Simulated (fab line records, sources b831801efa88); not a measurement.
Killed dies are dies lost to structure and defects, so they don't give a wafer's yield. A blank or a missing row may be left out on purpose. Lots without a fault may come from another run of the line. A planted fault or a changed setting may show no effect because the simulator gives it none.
Which tool did it? | flow sky130 | 13 lots, 39 wafers sampled, at 4 steps of a route of 708

WHAT THE GAUGES READ, wafer by wafer
SKY_PAD_OPEN_BOW_MEAS_13. Usual: PAD_OPEN_BOW 47 um, standard deviation 8.1.
lot  | measured     | on            | PAD_OPEN_BOW (um) | flag
L476 | day 46 02:41 | film_metro-02 | 61 57 55          |
L475 | day 46 03:56 | film_metro-03 | 53 39 45          |
L478 | day 46 23:47 | film_metro-01 | 60 56 47          |
L477 | day 47 01:51 | film_metro-01 | 51 52 44          |
L482 | day 48 02:37 | film_metro-01 | 56 68 43          |
L483 | day 48 04:19 | film_metro-03 | 44 50 62          |
L484 | day 48 15:41 | film_metro-03 | 57 52 57          |
L488 | day 49 01:49 | film_metro-02 | 39 40 48          |
L487 | day 49 04:11 | film_metro-03 | 21 36 34          |
L490 | day 49 10:58 | film_metro-02 | 43 41 33          |
L492 | day 49 22:10 | film_metro-03 | 43 40 31          |
L495 | day 50 15:29 | film_metro-01 | 50 53 54          |
L496 | day 51 00:03 | film_metro-02 | 58 41 47          |

WHICH TOOL RAN EACH LOT (tool, then ch and the chambers of the sampled wafers, then the start)
lot  | SKY_LI_CONTACT_PRE_CLEAN_18  | SKY_VIA4_SPUTTER_17          | SKY_PAD_OPEN_STRIP_08
L476 | pvd_sputter-02, day 29 16:01 | pvd_sputter-02, day 43 04:57 | plasma_asher-01 ch 1, day 46 00:34
L475 | pvd_sputter-03, day 29 18:04 | pvd_sputter-01, day 43 07:33 | plasma_asher-01 ch 0,1, day 46 01:50
L478 | pvd_sputter-02, day 30 18:37 | pvd_sputter-03, day 44 04:11 | plasma_asher-04 ch 0,1, day 46 21:40
L477 | pvd_sputter-02, day 31 00:52 | pvd_sputter-03, day 44 06:31 | plasma_asher-04 ch 0,1, day 46 23:44
L482 | pvd_sputter-02, day 32 06:15 | pvd_sputter-02, day 45 09:21 | plasma_asher-01 ch 0,1, day 48 00:31
L483 | pvd_sputter-02, day 32 11:02 | pvd_sputter-01, day 45 11:22 | plasma_asher-04 ch 0,1, day 48 02:13
L484 | pvd_sputter-02, day 33 05:07 | pvd_sputter-01, day 45 23:16 | plasma_asher-02 ch 0,1, day 48 13:34
L488 | pvd_sputter-01, day 33 16:58 | pvd_sputter-03, day 46 11:49 | plasma_asher-02 ch 0,1, day 48 23:40
L487 | pvd_sputter-03, day 33 23:01 | pvd_sputter-02, day 46 13:19 | plasma_asher-04 ch 0,1, day 49 02:04
L490 | pvd_sputter-03, day 34 05:28 | pvd_sputter-01, day 46 20:58 | plasma_asher-04 ch 0,1, day 49 08:52
L492 | pvd_sputter-01, day 35 02:14 | pvd_sputter-03, day 47 11:43 | plasma_asher-04 ch 0,1, day 49 20:04
L495 | pvd_sputter-03, day 36 02:07 | pvd_sputter-01, day 48 08:30 | plasma_asher-04 ch 0,1, day 50 13:13
L496 | pvd_sputter-02, day 36 21:53 | pvd_sputter-02, day 48 19:07 | plasma_asher-04 ch 0,1, day 50 21:55
- SKY_LI_CONTACT_PRE_CLEAN_18: time 5.6 s.
- SKY_VIA4_SPUTTER_17: material TiN, target thk 20 nm, time 80 s.
- SKY_PAD_OPEN_STRIP_08: strips in O2/N2.

WHAT THE TOOLS THEMSELVES READ (means of the sampled wafers that have a number; where no wafer has one, the mark that the record gives instead)
SKY_VIA4_SPUTTER_17. Usual: throttle_valve_pct 29.7 %, standard deviation 0.8.
lot  | tool           | throttle_valve_pct (%) | flag
L476 | pvd_sputter-02 | 31.0                   |
L475 | pvd_sputter-01 | 29.7                   |
L478 | pvd_sputter-03 | 29.2                   |
L477 | pvd_sputter-03 | 29.4                   |
L482 | pvd_sputter-02 | 30.4                   |
L483 | pvd_sputter-01 | 30.0                   |
L484 | pvd_sputter-01 | 29.4                   |
L488 | pvd_sputter-03 | 29.3                   |
L487 | pvd_sputter-02 | 30.6                   |
L490 | pvd_sputter-01 | 29.5                   |
L492 | pvd_sputter-03 | 29.4                   |
L495 | pvd_sputter-01 | 29.7                   |
L496 | pvd_sputter-02 | 30.1                   |

SKY_PAD_OPEN_STRIP_08. Usual: drypump_motor_current_A 5.9 A, standard deviation 0.52; oes_product_au 0.662 a.u., standard deviation 0.005; strip_time_to_endpoint_s 37.07 s, standard deviation 0.11.
lot  | tool            | drypump_motor_current_A (A) | oes_product_au (a.u.) | strip_time_to_endpoint_s (s) | flag
L476 | plasma_asher-01 | 6.3                         | 0.666                 | 37.14                        |
L475 | plasma_asher-01 | 5.6                         | 0.660                 | 37.17                        |
L478 | plasma_asher-04 | 5.7                         | 0.660                 | 37.06                        |
L477 | plasma_asher-04 | 6.2                         | 0.661                 | 37.06                        |
L482 | plasma_asher-01 | 6.0                         | 0.659                 | 37.17                        |
L483 | plasma_asher-04 | 6.2                         | 0.664                 | 36.99                        |
L484 | plasma_asher-02 | 5.8                         | 0.658                 | 37.10                        |
L488 | plasma_asher-02 | 5.8                         | 0.666                 | 37.06                        |
L487 | plasma_asher-04 | 6.2                         | 0.658                 | 36.94                        |
L490 | plasma_asher-04 | 5.7                         | 0.664                 | 37.12                        |
L492 | plasma_asher-04 | 6.2                         | 0.661                 | 37.19                        |
L495 | plasma_asher-04 | 5.8                         | 0.663                 | 36.89                        |
L496 | plasma_asher-04 | 6.2                         | 0.665                 | 37.13                        |

THE ANSWER, worked out from the rows above alone
Rule: a lot is off if the mean of its wafers that have a number lies more than 3 standard deviations from the usual mean. A lot without any number at a reading at which 4 lots or more have one is off too. The other lots that the step has rows for count as sound. The gauges are gone through in route order, then the tools' own readings, and for those a lot's mean is taken as printed above. The first step at which some lot is off is used, and at that step the reading that is off furthest; a lot without a number counts as furthest.
No lot is off at any reading shown: from this, nothing can be told.

WHAT THE SIMULATOR HAD PUT IN
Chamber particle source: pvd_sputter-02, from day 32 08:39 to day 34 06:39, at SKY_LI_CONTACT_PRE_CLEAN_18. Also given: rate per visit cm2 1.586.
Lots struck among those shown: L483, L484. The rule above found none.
